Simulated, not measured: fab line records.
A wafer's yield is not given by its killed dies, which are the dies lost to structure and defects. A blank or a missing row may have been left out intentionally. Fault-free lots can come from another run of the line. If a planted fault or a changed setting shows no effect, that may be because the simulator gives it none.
A lot that was struck, set against a sound lot | flow sky130 | 15 out of 708 route steps
Sound: wafers L594.2, L594.5, L594.6. Struck: wafer L609.1 (L609.4, L609.5, from the same lot, were not struck and are left out); the cause is given at the end.
At each step with rows: each side's tool, then ch and its chambers, then its first start. Under that, the readings that differ: sound wafers | struck wafers | difference of the means | sigmas: that difference in standard deviations of wafers without a fault.
alike: readings with means less than 2 such deviations apart, plus words and numbers identical on both sides. not compared: withheld readings, readings lacking a value on some wafer, bounds such as >300 that could conceal the same value, and numbers that have no deviation in the record and whose values overlap.
A row with sigmas, a row that says differs or no value, or rows on one side alone: a step with any of these is where the two part. Non-overlapping numbers with no deviation appear without sigmas and do not part them. Lack of a reading on every wafer of one side parts them only where that side has two or more wafers.

first, 4 steps without rows for these wafers: SKY_VIA4_STRIP_13 (strips in O2/N2); SKY_VIA4_STRIP_14 (strips in post etch residue remover, time 1200 s); SKY_VIA4_CLEAN_15 (cleans in IPA, time 180 s); SKY_VIA4_CLEAN_16 (cleans in O3/DIW).
SKY_VIA4_SPUTTER_17: material TiN, target thk 20 nm, time 80 s.
  sound on pvdSputter-02, day 45 06:44; struck on pvdSputter-02, day 49 02:56
  alike: throttleValvePct
SKY_VIA4_CVD_18: deposits W, target thk 505 nm, time 152.14 s.
  sound on cvdW-02 ch 0,1, day 45 06:47; struck on cvdW-01 ch 1, day 49 03:00
  alike: heaterPowerW, susceptorTempC
SKY_VIA4_RS_MEAS_19: uses a four-point probe to measure.
  sound on filmMetro-02, day 45 06:58; struck on filmMetro-03, day 49 03:19
  alike: VIA4_W_RS
SKY_VIA4_THK_MEAS_20: measures by xrf.
  sound on filmMetro-02, day 45 07:04; struck on filmMetro-03, day 49 03:26
  alike: VIA4_W_THK
SKY_VIA4_CMP_21: polishes, stops on SiO2, t overpolish 25 s, target thk 0 nm.
  sound on cmp-02 ch 2,3, day 45 07:19; struck on cmp-01 ch 2, day 49 03:29
reading             | sound       | struck | difference | sigmas
timeToEndpointS (s) | 124 128 133 | 121    | -7         | -2
  alike: motorCurrentA, overpolishRunS, retainingRingPressureFrac
then, 2 steps without rows for these wafers: SKY_METAL5_SPUTTER_00 (material Ti, target thk 15 nm, time 10 s); SKY_METAL5_SPUTTER_01 (material TiN, target thk 20 nm, time 16.7 s).
SKY_METAL5_SPUTTER_02: material AlCu, target thk 1150 nm, time 61.2 s.
  sound on pvdSputter-02, day 45 07:37; struck on pvdSputter-01, day 49 03:50
  alike: throttleValvePct
SKY_METAL5_SPUTTER_03: material Ti, target thk 5 nm, time 3.3 s.
  sound on pvdSputter-02, day 45 07:40; struck on pvdSputter-01, day 49 03:53
reading                                  | sound             | struck | difference | sigmas
model.Ti_of_METAL5_SPUTTER_03.thkNm (nm) | 5.082 5.041 5.019 | 7.03   | +1.98      | 
  alike: throttleValvePct
SKY_METAL5_SPUTTER_04: material TiN, target thk 70 nm, time 58.3 s.
  sound on pvdSputter-02, day 45 07:41; struck on pvdSputter-01, day 49 03:55
  alike: throttleValvePct
-- the record jumps here: 2 days lie between the struck wafers' starts before and after (it left off in module METAL5 and takes up again in module PAD_OPEN, whose first step shown is number 708 of the route) --
SKY_PAD_OPEN_PROBE_99:
  sound on prober-02, day 48 03:37; struck on prober-01, day 51 12:39
reading                  | sound       | struck | difference | sigmas
sort_bin_3_pad_short (%) | 0.6 1.2 1.2 | 0.2    | -0.8       | -2
  alike: defectLimitedYield, killed_at_M0_to_M3, killed_at_M4_up, killedAtContacts, killedAtFrontEnd, killedAtOther, killedDies, killedOpen, killedShort, sort_bin_5_function, sort_bin_6_memory, sortNPass, sortYieldPct

## WHERE THEY PART
First at SKY_VIA4_CMP_21; last, within this record, at SKY_PAD_OPEN_PROBE_99.

WHY: what had been put in by the simulator
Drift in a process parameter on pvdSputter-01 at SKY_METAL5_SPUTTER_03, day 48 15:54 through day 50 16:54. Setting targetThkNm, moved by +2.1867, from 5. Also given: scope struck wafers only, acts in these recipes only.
